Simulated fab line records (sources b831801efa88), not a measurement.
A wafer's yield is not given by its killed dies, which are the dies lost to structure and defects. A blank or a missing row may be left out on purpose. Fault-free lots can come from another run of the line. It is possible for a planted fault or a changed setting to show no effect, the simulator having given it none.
fab line records	flow sky130
[record] lots = 12	wafers = 34	last_day = 50
route steps=708 shown POLY_CUT@319 LI_CONTACT@374 PAD_OPEN@708
lots that met no fault: from a run of the same line without faults
start_h: hours from the record's first day to the start of the lot's first wafer shown	wait_h: hours from the lot's prior step to this one	" the same as in the row above	L1.1+2: one row covering several wafers at once	- no value present, or no start provided	* or withheld: withheld	< > ~ a bound
route shown NAME@n: names a module that has steps shown in the file, with the first one's number in the route	usual: average and standard deviation across the fault-free wafers	same: alike in all rows	chamber/n: place in a boat	sites: each site's reading	_std_site: standard deviation of those values	_edge_site: outer sites' mean less inner sites'	radius_mm: how far each site lies from the wafer's centre	mask NAME#n: copy n	behind: the most recent tool/chamber to have shaped the wafer	hold: reason for holding the lot/hours on hold/outcome of the hold	device: whichever transistor did not switch (one of n, p or np)	end of line: tests run on the same wafers once the route is complete	for a step that has no rows: nothing shown but its recipe	killed: dies lost to structure and defects at the first sort, not the wafer's yield	map: shows each die of a wafer: x if killed, . if not, _ if none is there
set.NAME: the setting that was run; set.NAME@STEP: the one run at that earlier step	model.NAME: the simulator's own value behind a step, which no gauge read
the route's steps for a sample of lots (tables are steps, rows are wafers)
services: when a tool's chamber went out of use (start_h, in hours from the record's first day, below 0 if earlier), for how many hours, and the reason
[[steps]]
[step SKY_POLY_CUT_STRIP_12]
[recipe] chemistry = O2/N2	power_w = 1400	pressure_mtorr = 1500	platen_temp_c = withheld	o2_flow_sccm = 3000	n2_flow_sccm = 300	overash_fraction = 0.5
[usual] drypump_motor_current_A = 6.0/0.45	oes_product_au = 0.452/0.0047	strip_time_to_endpoint_s = 5.355/0.018
lot.wafer	tool	chamber	start_h	wait_h	drypump_motor_current_A	oes_product_au	rf_hours_counter_h	strip_time_to_endpoint_s
L448.1	plasma_asher-03	1	559.72	0.0	6.0	0.464	13	5.380
L448.2	"	0	"	"	5.8	0.453	13	5.369
L448.6	"	0	"	"	5.8	0.451	-	5.354
L449.3	plasma_asher-02	0	565.06	0.1	6.6	0.452	-	5.358
L449.5	"	1	"	"	5.4	0.454	-	5.334
L449.6	"	0	"	"	6.6	0.456	-	5.364
L452.1	plasma_asher-04	1	595.77	0.0	5.9	0.454	91	5.364
L452.3	"	0	"	"	5.8	0.456	-	5.372
L452.4	"	1	"	"	5.9	0.440	-	5.357
L455.1	plasma_asher-02	0	621.16	0.0	6.6	0.449	45	5.350
L455.2	"	1	"	"	5.4	0.448	45	5.341
L455.5	"	0	"	"	6.6	0.445	-	5.347
L458.1	plasma_asher-04	0	645.27	0.0	5.8	0.450	95	5.362
L458.6	"	0	"	"	5.8	0.455	-	5.353
L459.2	plasma_asher-02	1	654.89	0.0	5.4	0.454	48	5.357
L459.6	"	0	"	"	6.6	0.444	-	5.341
L460.1	plasma_asher-04	0	659.54	0.0	5.8	0.448	97	5.339
L460.3	"	1	"	"	5.9	0.451	-	5.340
L460.6	"	0	"	"	5.8	0.447	-	5.316
L467.1	plasma_asher-02	1	716.71	0.0	5.4	0.453	54	5.375
L467.4	"	0	"	"	6.6	0.457	-	5.389
L467.6	"	1	"	"	5.5	0.459	-	5.389
L468.1	plasma_asher-02	1	719.83	0.0	5.4	0.455	54	5.372
L468.2	"	0	"	"	6.6	0.452	54	5.399
L468.4	"	1	"	"	5.5	0.452	-	5.382
L469.2	plasma_asher-02	1	733.18	0.0	5.4	0.454	56	5.327
L469.3	"	0	"	"	6.6	0.448	-	5.328
L469.6	"	0	"	"	6.6	0.447	-	5.343
L470.2	plasma_asher-02	1	739.59	0.0	5.4	0.448	57	5.346
L470.3	"	0	"	"	6.6	0.449	-	5.352
L470.4	"	1	"	"	5.4	0.453	-	5.365
L471.2	plasma_asher-02	0	745.43	0.0	6.6	0.449	58	5.389
L471.3	"	1	"	"	5.5	0.459	-	5.397
L471.6	"	0	"	"	6.6	0.452	-	5.401
[step SKY_LI_CONTACT_CD_MEAS_12]
[recipe] target_cd_nm = 170
[usual] cd_nm = 169.7/1.7
lot.wafer	tool	chamber	start_h	wait_h	cd_nm
L448.1	cd_sem-01	-	676.45	-	170.3
L448.2	"	-	"	"	169.9
L448.6	"	-	"	"	169.9
L449.3	cd_sem-01	-	683.24	-	169.0
L449.5	"	-	"	"	169.3
L449.6	"	-	"	"	168.3
L452.1	cd_sem-02	-	710.89	-	172.1
L452.3	"	-	"	"	171.9
L452.4	"	-	"	"	170.5
L455.1	cd_sem-02	-	735.87	-	167.7
L455.2	"	-	"	"	169.7
L455.5	"	-	"	"	168.4
L458.1	cd_sem-01	-	757.79	-	168.8
L458.6	"	-	"	"	170.4
L459.2	cd_sem-02	-	766.94	-	171.7
L459.6	"	-	"	"	171.1
L460.1	cd_sem-02	-	771.65	-	170.2
L460.3	"	-	"	"	169.1
L460.6	"	-	"	"	169.7
L467.1	cd_sem-01	-	824.79	-	168.4
L467.4	"	-	"	"	167.4
L467.6	"	-	"	"	167.9
L468.1	cd_sem-01	-	828.77	-	169.6
L468.2	"	-	"	"	170.2
L468.4	"	-	"	"	169.8
L469.2	cd_sem-01	-	841.49	-	169.8
L469.3	"	-	"	"	168.9
L469.6	"	-	"	"	168.2
L470.2	cd_sem-02	-	847.54	-	169.4
L470.3	"	-	"	"	168.6
L470.4	"	-	"	"	168.9
L471.2	cd_sem-02	-	852.91	-	170.6
L471.3	"	-	"	"	170.3
L471.6	"	-	"	"	170.3
[step SKY_LI_CONTACT_OVL_MEAS_13]
[usual] LI_CONTACT_OVL = -3/6.2
lot.wafer	tool	chamber	start_h	wait_h	LI_CONTACT_OVL[nm]
L448.1	overlay-02	-	676.57	0.1	-12
L448.2	"	-	"	"	0
L448.6	"	-	"	"	-7
L449.3	overlay-02	-	683.34	0.1	-3
L449.5	"	-	"	"	-2
L449.6	"	-	"	"	-5
L452.1	overlay-01	-	711.01	0.1	-10
L452.3	"	-	"	"	-1
L452.4	"	-	"	"	-5
L455.1	overlay-02	-	735.99	0.1	-5
L455.2	"	-	"	"	-6
L455.5	"	-	"	"	-9
L458.1	overlay-01	-	757.91	0.1	0
L458.6	"	-	"	"	-5
L459.2	overlay-02	-	767.04	0.1	-7
L459.6	"	-	"	"	-10
L460.1	overlay-02	-	771.77	0.1	6
L460.3	"	-	"	"	6
L460.6	"	-	"	"	3
L467.1	overlay-02	-	824.91	0.1	-5
L467.4	"	-	"	"	0
L467.6	"	-	"	"	-1
L468.1	overlay-02	-	828.89	0.1	-9
L468.2	"	-	"	"	-6
L468.4	"	-	"	"	-7
L469.2	overlay-01	-	841.59	0.1	4
L469.3	"	-	"	"	0
L469.6	"	-	"	"	5
L470.2	overlay-02	-	847.64	0.1	-5
L470.3	"	-	"	"	-4
L470.4	"	-	"	"	-3
L471.2	overlay-02	-	853.01	0.1	-10
L471.3	"	-	"	"	-4
L471.6	"	-	"	"	-11
[step SKY_LI_CONTACT_CVD_21]
[recipe] material = W	target_thk_nm = 400	time_s = 120.56	temp_c = 400	pressure_torr = 40
[usual] heater_power_w = 844/21
lot.wafer	tool	chamber	start_h	wait_h	heater_power_w
L448.1	cvd_w-02	1	677.17	0.0	847
L448.2	"	0	"	"	852
L448.6	"	1	"	"	850
L449.3	cvd_w-02	0	683.96	0.1	856
L449.5	"	0	"	"	850
L449.6	"	1	"	"	867
L452.1	cvd_w-02	1	711.60	0.0	839
L452.3	"	1	"	"	835
L452.4	"	0	"	"	849
L455.1	cvd_w-01	0	736.62	0.0	810
L455.2	"	1	"	"	846
L455.5	"	0	"	"	830
L458.1	cvd_w-02	1	758.50	0.0	818
L458.6	"	0	"	"	850
L459.2	cvd_w-02	1	767.63	0.0	837
L459.6	"	1	"	"	842
L460.1	cvd_w-02	1	772.37	0.0	838
L460.3	"	1	"	"	850
L460.6	"	0	"	"	877
L467.1	cvd_w-01	0	825.52	0.0	811
L467.4	"	1	"	"	868
L467.6	"	0	"	"	809
L468.1	cvd_w-01	0	829.48	0.0	833
L468.2	"	1	"	"	862
L468.4	"	1	"	"	863
L469.2	cvd_w-01	1	842.20	0.0	868
L469.3	"	1	"	"	862
L469.6	"	0	"	"	846
L470.2	cvd_w-01	1	848.23	0.0	869
L470.3	"	1	"	"	856
L470.4	"	0	"	"	835
L471.2	cvd_w-02	0	853.60	0.0	871
L471.3	"	0	"	"	865
L471.6	"	1	"	"	845
[step SKY_LI_CONTACT_RS_MEAS_22]
[recipe] thk_meas_gauge = four-point-probe	reads = W_of_LI_CONTACT_CVD_21+TiN_of_LI_CONTACT_SPUTTER_20+Ti_of_LI_CONTACT_SPUTTER_19
[usual] LI_CONTACT_W_RS = 0.283/0.0035
lot.wafer	tool	chamber	start_h	wait_h	LI_CONTACT_W_RS[ohm/sq]
L448.1	film_metro-02	-	677.29	0.1	0.285
L448.2	"	-	"	"	0.285
L448.6	"	-	"	"	0.283
L449.3	film_metro-02	-	684.08	0.1	0.286
L449.5	"	-	"	"	0.283
L449.6	"	-	"	"	0.281
L452.1	film_metro-01	-	711.73	0.1	0.281
L452.3	"	-	"	"	0.282
L452.4	"	-	"	"	0.288
L455.1	film_metro-01	-	736.74	0.1	0.279
L455.2	"	-	"	"	0.286
L455.5	"	-	"	"	0.277
L458.1	film_metro-01	-	758.63	0.1	0.284
L458.6	"	-	"	"	0.233
L459.2	film_metro-01	-	767.78	0.1	0.231
L459.6	"	-	"	"	0.231
L460.1	film_metro-01	-	772.49	0.1	0.285
L460.3	"	-	"	"	0.280
L460.6	"	-	"	"	0.231
L467.1	film_metro-02	-	825.64	0.1	0.279
L467.4	"	-	"	"	0.283
L467.6	"	-	"	"	0.277
L468.1	film_metro-01	-	829.61	0.1	0.274
L468.2	"	-	"	"	0.285
L468.4	"	-	"	"	0.284
L469.2	film_metro-01	-	842.35	0.1	0.284
L469.3	"	-	"	"	0.284
L469.6	"	-	"	"	0.275
L470.2	film_metro-02	-	848.38	0.1	0.287
L470.3	"	-	"	"	0.289
L470.4	"	-	"	"	0.279
L471.2	film_metro-02	-	853.75	0.1	0.280
L471.3	"	-	"	"	0.284
L471.6	"	-	"	"	0.284
[step SKY_LI_CONTACT_THK_MEAS_23]
[recipe] thk_meas_gauge = xrf	reads = W_of_LI_CONTACT_CVD_21
[usual] LI_CONTACT_W_THK = 386/7
lot.wafer	tool	chamber	start_h	wait_h	LI_CONTACT_W_THK[nm]
L448.1	film_metro-02	-	677.41	0.1	377
L448.2	"	-	"	"	380
L448.6	"	-	"	"	382
L449.3	film_metro-02	-	684.18	0.1	380
L449.5	"	-	"	"	381
L449.6	"	-	"	"	383
L452.1	film_metro-01	-	711.85	0.1	392
L452.3	"	-	"	"	389
L452.4	"	-	"	"	384
L455.1	film_metro-01	-	736.86	0.1	394
L455.2	"	-	"	"	387
L455.5	"	-	"	"	401
L458.1	film_metro-01	-	758.75	0.1	388
L458.6	"	-	"	"	473
L459.2	film_metro-01	-	767.89	0.1	473
L459.6	"	-	"	"	478
L460.1	film_metro-01	-	772.61	0.1	385
L460.3	"	-	"	"	394
L460.6	"	-	"	"	470
L467.1	film_metro-02	-	825.76	0.1	382
L467.4	"	-	"	"	378
L467.6	"	-	"	"	384
L468.1	film_metro-01	-	829.73	0.1	401
L468.2	"	-	"	"	391
L468.4	"	-	"	"	391
L469.2	film_metro-01	-	842.46	0.1	382
L469.3	"	-	"	"	386
L469.6	"	-	"	"	398
L470.2	film_metro-02	-	848.49	0.1	380
L470.3	"	-	"	"	374
L470.4	"	-	"	"	388
L471.2	film_metro-02	-	853.86	0.1	387
L471.3	"	-	"	"	382
L471.6	"	-	"	"	384
[step SKY_LI_CONTACT_CMP_24]
[recipe] stop_on = PSG	t_overpolish_s = 20	down_force_psi = 3.5	platen_rpm = 60	target_thk_nm = 0	pad_velocity_m_s = 0.94248
[usual] motor_current_A = 11.3/1.3	time_to_endpoint_s = 96/3.5
lot.wafer	tool	chamber	start_h	wait_h	motor_current_A	time_to_endpoint_s
L448.2	cmp-01	3	677.57	0.1	13.0	99
L448.1	"	0	"	"	13.2	103
L448.6	"	2	"	"	10.5	98
L449.3	cmp-02	3	684.27	0.1	10.6	96
L449.6	"	2	"	"	13.1	99
L449.5	"	3	"	"	10.2	97
L452.1	cmp-02	1	711.91	0.1	9.7	98
L452.3	"	3	"	"	10.3	94
L452.4	"	0	"	"	11.3	96
L455.1	cmp-01	2	736.97	0.1	10.8	101
L455.2	"	3	"	"	13.1	97
L455.5	"	2	"	"	10.5	97
L458.1	cmp-02	3	758.86	0.1	10.9	93
L458.6	"	2	"	"	12.4	116
L459.2	cmp-02	1	767.99	0.1	10.1	114
L459.6	"	1	"	"	9.3	112
L460.1	cmp-02	3	772.72	0.1	10.1	90
L460.3	"	0	"	"	11.5	90
L460.6	"	2	"	"	12.4	112
L467.4	cmp-01	2	825.87	0.1	10.1	98
L467.1	"	3	"	"	11.8	99
L467.6	"	1	"	"	10.4	101
L468.1	cmp-02	2	829.84	0.1	12.6	96
L468.4	"	3	"	"	10.4	95
L468.2	"	0	"	"	12.2	97
L469.3	cmp-01	2	842.61	0.1	11.0	95
L469.2	"	3	"	"	12.6	94
L469.6	"	0	"	"	13.5	103
L470.4	cmp-02	0	848.54	0.0	11.1	95
L470.3	"	1	"	"	9.9	92
L470.2	"	3	"	"	10.3	92
L471.3	cmp-02	2	853.96	0.1	12.5	90
L471.2	"	0	"	"	11.7	92
L471.6	"	2	"	"	12.3	90
[step SKY_PAD_OPEN_PROBE_99]
[usual] killed_at_M0_to_M3 = 45/7.3	killed_at_M4_up = 3.2/1.8	killed_at_contacts = 25/5.5	killed_at_front_end = 15/4.2	killed_at_other = 0.3/0.69	killed_dies = 89/9.4	killed_open = 49/6.6	killed_short = 40/6.4
[same] gross_dies = 492	killed_at_back_side = 0
lot.wafer	tool	chamber	start_h	wait_h	killed_at_M0_to_M3	killed_at_M4_up	killed_at_contacts	killed_at_front_end	killed_at_other	killed_dies	killed_open	killed_short
L448.1	prober-01	-	1076.02	0.1	51	3	22	18	0	94	59	35
L448.2	prober-01	-	1076.07	0.1	31	4	24	14	0	73	41	32
L448.6	prober-01	-	1076.27	0.2	43	4	21	12	0	80	48	32
L449.3	prober-01	-	1081.07	0.2	45	4	27	15	0	91	43	47
L449.5	prober-01	-	1081.17	0.2	60	3	29	18	0	110	58	51
L449.6	prober-01	-	1081.22	0.2	39	2	25	21	0	87	45	41
L452.1	prober-02	-	1100.66	0.1	52	1	20	12	0	85	46	38
L452.3	prober-02	-	1100.76	0.2	36	5	29	14	0	84	42	42
L452.4	prober-02	-	1100.81	0.2	31	3	30	16	0	80	39	41
L455.1	prober-01	-	1120.16	0.1	49	3	19	20	1	92	50	40
L455.2	prober-01	-	1120.21	0.1	50	3	15	17	1	86	48	38
L455.5	prober-01	-	1120.36	0.2	42	5	27	14	0	88	42	45
L458.1	prober-02	-	1132.57	0.1	47	3	29	16	1	96	57	38
L458.6	prober-02	-	1132.82	0.2	48	3	29	15	0	95	51	43
L459.2	prober-01	-	1144.01	0.1	39	3	27	11	2	82	47	33
L459.6	prober-01	-	1144.21	0.2	50	5	28	25	0	108	60	48
L460.1	prober-02	-	1145.51	0.1	48	5	18	17	1	89	35	52
L460.3	prober-02	-	1145.61	0.2	48	2	30	11	0	91	50	41
L460.6	prober-02	-	1145.76	0.2	59	1	26	13	1	100	62	38
L467.1	prober-01	-	1181.81	0.1	55	2	22	10	0	89	48	41
L467.4	prober-01	-	1181.96	0.2	37	4	25	18	0	84	50	34
L467.6	prober-01	-	1182.06	0.2	39	4	28	17	0	88	46	40
L468.1	prober-02	-	1184.69	0.1	38	2	22	20	0	82	45	37
L468.2	prober-02	-	1184.74	0.1	48	1	32	12	0	93	52	41
L468.4	prober-02	-	1184.84	0.2	55	1	28	8	0	92	55	37
L469.2	prober-01	-	1189.63	0.1	28	2	31	19	0	80	49	30
L469.3	prober-01	-	1189.68	0.2	39	2	18	16	1	76	50	24
L469.6	prober-01	-	1189.83	0.2	44	3	22	8	0	77	45	32
L470.2	prober-02	-	1196.87	0.1	46	5	23	14	0	88	47	41
L470.3	prober-02	-	1196.92	0.2	45	3	19	16	0	83	46	37
L470.4	prober-02	-	1196.97	0.2	52	4	29	9	0	94	51	43
L471.2	prober-01	-	1198.56	0.1	44	1	27	20	1	93	56	37
L471.3	prober-01	-	1198.61	0.2	50	5	21	21	0	97	50	47
L471.6	prober-01	-	1198.76	0.2	46	2	26	17	0	91	52	39
// killed by level:class
L448.1 VIA1:geometric_particle:open=11 CONTACT:geometric_particle:open=11 POLY_GATE:geometric_particle:short=9 LI_CONTACT:geometric_particle:open=9 VIA3:geometric_particle:open=8 METAL2:geometric_particle:short=7 VIA2:geometric_particle:open=7 VIA1:geometric_particle:short=5
L448.2 CONTACT:geometric_particle:open=9 VIA2:geometric_particle:open=9 FIELD_ISO:geometric_particle:short=6 LI_CONTACT:geometric_particle:open=6 CONTACT:geometric_particle:short=4 METAL1:geometric_particle:short=4 VIA1:geometric_particle:open=4 FIELD_ISO:geometric_particle:open=3
L448.6 VIA1:geometric_particle:open=10 CONTACT:geometric_particle:open=9 VIA2:geometric_particle:open=9 LI_CONTACT:geometric_particle:open=5 VIA1:geometric_particle:short=5 METAL1:geometric_particle:short=4 VIA2:geometric_particle:short=4 FIELD_ISO:geometric_particle:open=3
L449.3 METAL1:geometric_particle:short=10 VIA1:geometric_particle:open=10 CONTACT:geometric_particle:open=9 VIA2:geometric_particle:short=7 LI_CONTACT:geometric_particle:open=5 CONTACT:geometric_particle:short=5 POLY_GATE:geometric_particle:open=4 LI_CONTACT:geometric_particle:short=4
L449.5 VIA1:geometric_particle:open=14 LI_CONTACT:geometric_particle:open=9 CONTACT:geometric_particle:open=8 METAL3:geometric_particle:short=8 FIELD_ISO:geometric_particle:open=7 METAL2:geometric_particle:short=7 CONTACT:geometric_particle:short=6 VIA1:geometric_particle:short=6
L449.6 CONTACT:geometric_particle:open=12 VIA1:geometric_particle:open=12 FIELD_ISO:geometric_particle:open=7 POLY_GATE:geometric_particle:short=7 LI_CONTACT:geometric_particle:open=5 METAL2:geometric_particle:short=5 LI_CONTACT:geometric_particle:short=4 METAL1:geometric_particle:short=4
L452.1 VIA2:geometric_particle:open=12 VIA1:geometric_particle:open=11 METAL2:geometric_particle:short=7 VIA1:geometric_particle:short=6 LI_CONTACT:geometric_particle:open=5 CONTACT:geometric_particle:short=5 CONTACT:geometric_particle:open=5 POLY_GATE:geometric_particle:short=4
L452.3 CONTACT:geometric_particle:open=11 LOCAL_INTERCONNECT:geometric_particle:short=7 VIA2:geometric_particle:open=7 VIA1:geometric_particle:open=6 CONTACT:geometric_particle:short=5 VIA2:geometric_particle:short=5 METAL2:geometric_particle:short=4 LI_CONTACT:geometric_particle:open=4
L452.4 CONTACT:geometric_particle:open=8 VIA1:geometric_particle:open=7 LI_CONTACT:geometric_particle:open=6 CONTACT:geometric_particle:short=6 LOCAL_INTERCONNECT:geometric_particle:short=5 VIA3:geometric_particle:open=5 FIELD_ISO:geometric_particle:short=4 POLY_GATE:geometric_particle:short=4
L455.1 VIA1:geometric_particle:open=10 METAL1:geometric_particle:short=9 CONTACT:geometric_particle:short=7 VIA3:geometric_particle:open=7 VIA2:geometric_particle:open=7 FIELD_ISO:geometric_particle:open=5 LI_CONTACT:geometric_particle:open=5 POLY_GATE:geometric_particle:open=5
L455.2 VIA1:geometric_particle:open=11 VIA2:geometric_particle:open=9 VIA3:geometric_particle:open=8 METAL1:geometric_particle:short=7 CONTACT:geometric_particle:open=6 FIELD_ISO:geometric_particle:short=5 FIELD_ISO:geometric_particle:open=4 LI_CONTACT:geometric_particle:short=4
L455.5 CONTACT:geometric_particle:open=13 VIA1:geometric_particle:open=8 FIELD_ISO:geometric_particle:short=6 VIA1:geometric_particle:short=6 LI_CONTACT:geometric_particle:open=5 METAL1:geometric_particle:short=5 METAL2:geometric_particle:short=5 VIA2:geometric_particle:open=5
L458.1 VIA1:geometric_particle:open=16 CONTACT:geometric_particle:open=13 CONTACT:geometric_particle:short=8 METAL2:geometric_particle:short=8 POLY_GATE:geometric_particle:open=7 LI_CONTACT:geometric_particle:open=5 VIA2:geometric_particle:open=5 POLY_GATE:geometric_particle:short=4
L458.6 CONTACT:geometric_particle:open=10 VIA1:geometric_particle:open=10 LI_CONTACT:geometric_particle:open=9 VIA3:geometric_particle:open=9 VIA2:geometric_particle:open=7 POLY_GATE:geometric_particle:short=5 VIA3:geometric_particle:short=5 LOCAL_INTERCONNECT:geometric_particle:short=5
L459.2 CONTACT:geometric_particle:open=12 VIA1:geometric_particle:open=9 VIA3:geometric_particle:open=7 METAL2:geometric_particle:short=7 CONTACT:geometric_particle:short=5 LI_CONTACT:geometric_particle:open=5 VIA2:geometric_particle:open=5 FIELD_ISO:geometric_particle:short=4
L459.6 VIA1:geometric_particle:open=15 CONTACT:geometric_particle:open=13 VIA2:geometric_particle:open=11 CONTACT:geometric_particle:short=8 METAL2:geometric_particle:short=7 VIA1:geometric_particle:short=6 FIELD_ISO:geometric_particle:short=5 POLY_GATE:geometric_particle:short=4
L460.1 METAL1:geometric_particle:short=10 VIA3:geometric_particle:short=8 VIA3:geometric_particle:open=7 CONTACT:geometric_particle:open=7 LOCAL_INTERCONNECT:geometric_particle:short=6 VIA1:geometric_particle:short=5 SPACER:geometric_particle:short=4 METAL2:geometric_particle:short=4
L460.3 CONTACT:geometric_particle:open=13 VIA1:geometric_particle:open=11 CONTACT:geometric_particle:short=8 VIA2:geometric_particle:open=8 VIA3:geometric_particle:short=6 METAL2:geometric_particle:short=5 LI_CONTACT:geometric_particle:open=4 METAL1:geometric_particle:short=4
L460.6 VIA1:geometric_particle:open=17 LOCAL_INTERCONNECT:geometric_particle:short=7 LI_CONTACT:geometric_particle:open=7 VIA3:geometric_particle:open=7 CONTACT:geometric_particle:open=6 METAL1:geometric_particle:open=5 FIELD_ISO:geometric_particle:open=5 METAL2:geometric_particle:open=5
L467.1 CONTACT:geometric_particle:open=10 VIA1:geometric_particle:open=10 VIA1:geometric_particle:short=9 METAL2:geometric_particle:short=8 VIA3:geometric_particle:open=7 VIA2:geometric_particle:open=6 LI_CONTACT:geometric_particle:open=5 METAL2:geometric_particle:open=4
L467.4 VIA2:geometric_particle:open=9 CONTACT:geometric_particle:open=8 FIELD_ISO:geometric_particle:open=6 VIA3:geometric_particle:open=6 POLY_GATE:geometric_particle:open=6 VIA1:geometric_particle:short=6 CONTACT:geometric_particle:short=5 METAL2:geometric_particle:short=5
L467.6 CONTACT:geometric_particle:open=10 VIA1:geometric_particle:open=8 LI_CONTACT:geometric_particle:open=7 VIA3:geometric_particle:open=6 VIA2:geometric_particle:open=6 VIA3:geometric_particle:short=5 CONTACT:geometric_particle:short=5 LOCAL_INTERCONNECT:geometric_particle:short=4
L468.1 CONTACT:geometric_particle:open=8 LI_CONTACT:geometric_particle:open=7 VIA3:geometric_particle:open=7 FIELD_ISO:geometric_particle:short=6 VIA1:geometric_particle:open=6 METAL2:geometric_particle:short=5 VIA1:geometric_particle:short=5 VIA2:geometric_particle:open=5
L468.2 VIA1:geometric_particle:open=13 CONTACT:geometric_particle:open=13 LI_CONTACT:geometric_particle:open=8 METAL2:geometric_particle:short=7 VIA3:geometric_particle:short=6 CONTACT:geometric_particle:short=5 METAL1:geometric_particle:short=5 LOCAL_INTERCONNECT:geometric_particle:short=4
L468.4 VIA1:geometric_particle:open=11 CONTACT:geometric_particle:open=10 VIA3:geometric_particle:open=9 CONTACT:geometric_particle:short=9 METAL2:geometric_particle:short=8 LI_CONTACT:geometric_particle:open=6 VIA3:geometric_particle:short=5 METAL1:geometric_particle:open=5
L469.2 CONTACT:geometric_particle:open=11 VIA2:geometric_particle:open=8 LI_CONTACT:geometric_particle:open=7 LOCAL_INTERCONNECT:geometric_particle:short=7 VIA3:geometric_particle:open=6 FIELD_ISO:geometric_particle:short=5 POLY_GATE:geometric_particle:open=5 CONTACT:geometric_particle:short=4
L469.3 VIA1:geometric_particle:open=11 FIELD_ISO:geometric_particle:open=8 CONTACT:geometric_particle:open=7 METAL1:geometric_particle:short=6 VIA3:geometric_particle:open=6 LI_CONTACT:geometric_particle:open=5 VIA2:geometric_particle:open=5 LOCAL_INTERCONNECT:geometric_particle:short=3
L469.6 VIA3:geometric_particle:open=12 VIA1:geometric_particle:open=8 LI_CONTACT:geometric_particle:open=7 VIA1:geometric_particle:short=7 METAL1:geometric_particle:short=5 METAL2:geometric_particle:short=5 FIELD_ISO:geometric_particle:open=4 CONTACT:geometric_particle:short=4
L470.2 VIA3:geometric_particle:open=9 LI_CONTACT:geometric_particle:open=8 CONTACT:geometric_particle:open=8 FIELD_ISO:geometric_particle:short=6 VIA2:geometric_particle:open=6 CONTACT:geometric_particle:short=5 VIA3:geometric_particle:short=5 METAL4:geometric_particle:short=4
L470.3 VIA2:geometric_particle:open=13 METAL2:geometric_particle:short=7 METAL1:geometric_particle:short=6 FIELD_ISO:geometric_particle:open=5 CONTACT:geometric_particle:open=5 VIA1:geometric_particle:open=5 FIELD_ISO:geometric_particle:short=4 LI_CONTACT:geometric_particle:short=4
L470.4 CONTACT:geometric_particle:open=13 VIA1:geometric_particle:open=12 VIA2:geometric_particle:open=9 METAL2:geometric_particle:short=7 VIA3:geometric_particle:open=7 CONTACT:geometric_particle:short=5 METAL1:geometric_particle:short=5 LI_CONTACT:geometric_particle:short=4
L471.2 LI_CONTACT:geometric_particle:open=11 VIA1:geometric_particle:short=8 CONTACT:geometric_particle:open=8 VIA1:geometric_particle:open=7 VIA3:geometric_particle:open=6 FIELD_ISO:geometric_particle:short=5 POLY_GATE:geometric_particle:open=5 METAL2:geometric_particle:short=4
L471.3 VIA1:geometric_particle:open=10 LI_CONTACT:geometric_particle:open=8 METAL2:geometric_particle:short=8 CONTACT:geometric_particle:open=7 VIA1:geometric_particle:short=7 VIA2:geometric_particle:open=6 VIA3:geometric_particle:open=5 FIELD_ISO:geometric_particle:open=4
L471.6 CONTACT:geometric_particle:open=12 VIA2:geometric_particle:open=8 METAL3:geometric_particle:short=7 LI_CONTACT:geometric_particle:open=7 VIA3:geometric_particle:open=7 VIA1:geometric_particle:open=7 POLY_GATE:geometric_particle:open=5 METAL2:geometric_particle:short=4
[[services]]
tool	chamber	start_h	hours	kind
cmp-02	-	548.91	3.5	repair
cmp-01	-	571.02	1.8	repair
cmp-01	-	572.84	4.0	pm
cmp-01	-	576.84	-	consumable_replace:conditioner
cmp-01	-	576.84	-	consumable_replace:pad
cvd_w-01	-	586.74	6.9	pm
cmp-02	-	592.74	5.2	pm
cvd_w-01	-	624.40	4.1	repair
cmp-02	-	625.44	0.8	repair
cmp-01	-	668.82	0.9	repair
cmp-01	-	694.46	5.7	repair
cvd_w-02	-	699.37	0.4	repair
cmp-01	-	713.33	1.5	repair
cmp-02	-	714.68	0.5	repair
plasma_asher-04	-	733.75	9.0	pm
cmp-02	-	744.00	4.0	pm
cmp-02	-	748.00	-	consumable_replace:conditioner
cmp-02	-	748.00	-	consumable_replace:pad
cvd_w-01	-	768.27	1.0	repair
cmp-01	-	787.28	0.5	repair
plasma_asher-03	-	802.61	2.8	pm
cmp-01	-	808.74	3.4	repair
plasma_asher-04	-	816.29	3.6	repair
cmp-01	-	838.26	3.9	pm
[[key]]
[first_sign] step = SKY_LI_CONTACT_RS_MEAS_22	reading = LI_CONTACT_W_RS	direction = down	sigmas = 14	usual = 0.283	struck = 0.232
[effect] step = SKY_LI_CONTACT_THK_MEAS_23	reading = LI_CONTACT_W_THK	direction = up	sigmas = 12	usual = 386	struck = 473
[effect] step = SKY_LI_CONTACT_CMP_24	reading = time_to_endpoint_s	direction = up	sigmas = 5.1	usual = *	struck = *
met_at SKY_LI_CONTACT_CVD_21
struck_lots L458,L459,L460
struck_wafers L458.6,L459.2,L459.6,L460.6
tester_left_out L458,L459,L460
not_acting_at SKY_POLY_CUT_STRIP_12,SKY_LI_CONTACT_CD_MEAS_12,SKY_LI_CONTACT_OVL_MEAS_13
onset_between 711.60 758.50
[fault] kind = process_parameter_drift	tool = cvd_w-02	chamber = -	onset_h = 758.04	steps = SKY_LI_CONTACT_CVD_21	channel = target_thk_nm	offset = 91.142	shape = step	end_h = 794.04	scope = struck_wafers_only	acts_in = these_recipes_only	stated = 400
// tester_left_out: of these lots the tester's yield and bins aren't shown, on N5 and GAA mostly nor the transistor test; their killed dies are dies lost to structure and defects alone, not to doping, threshold or leakage, so they don't give the yield
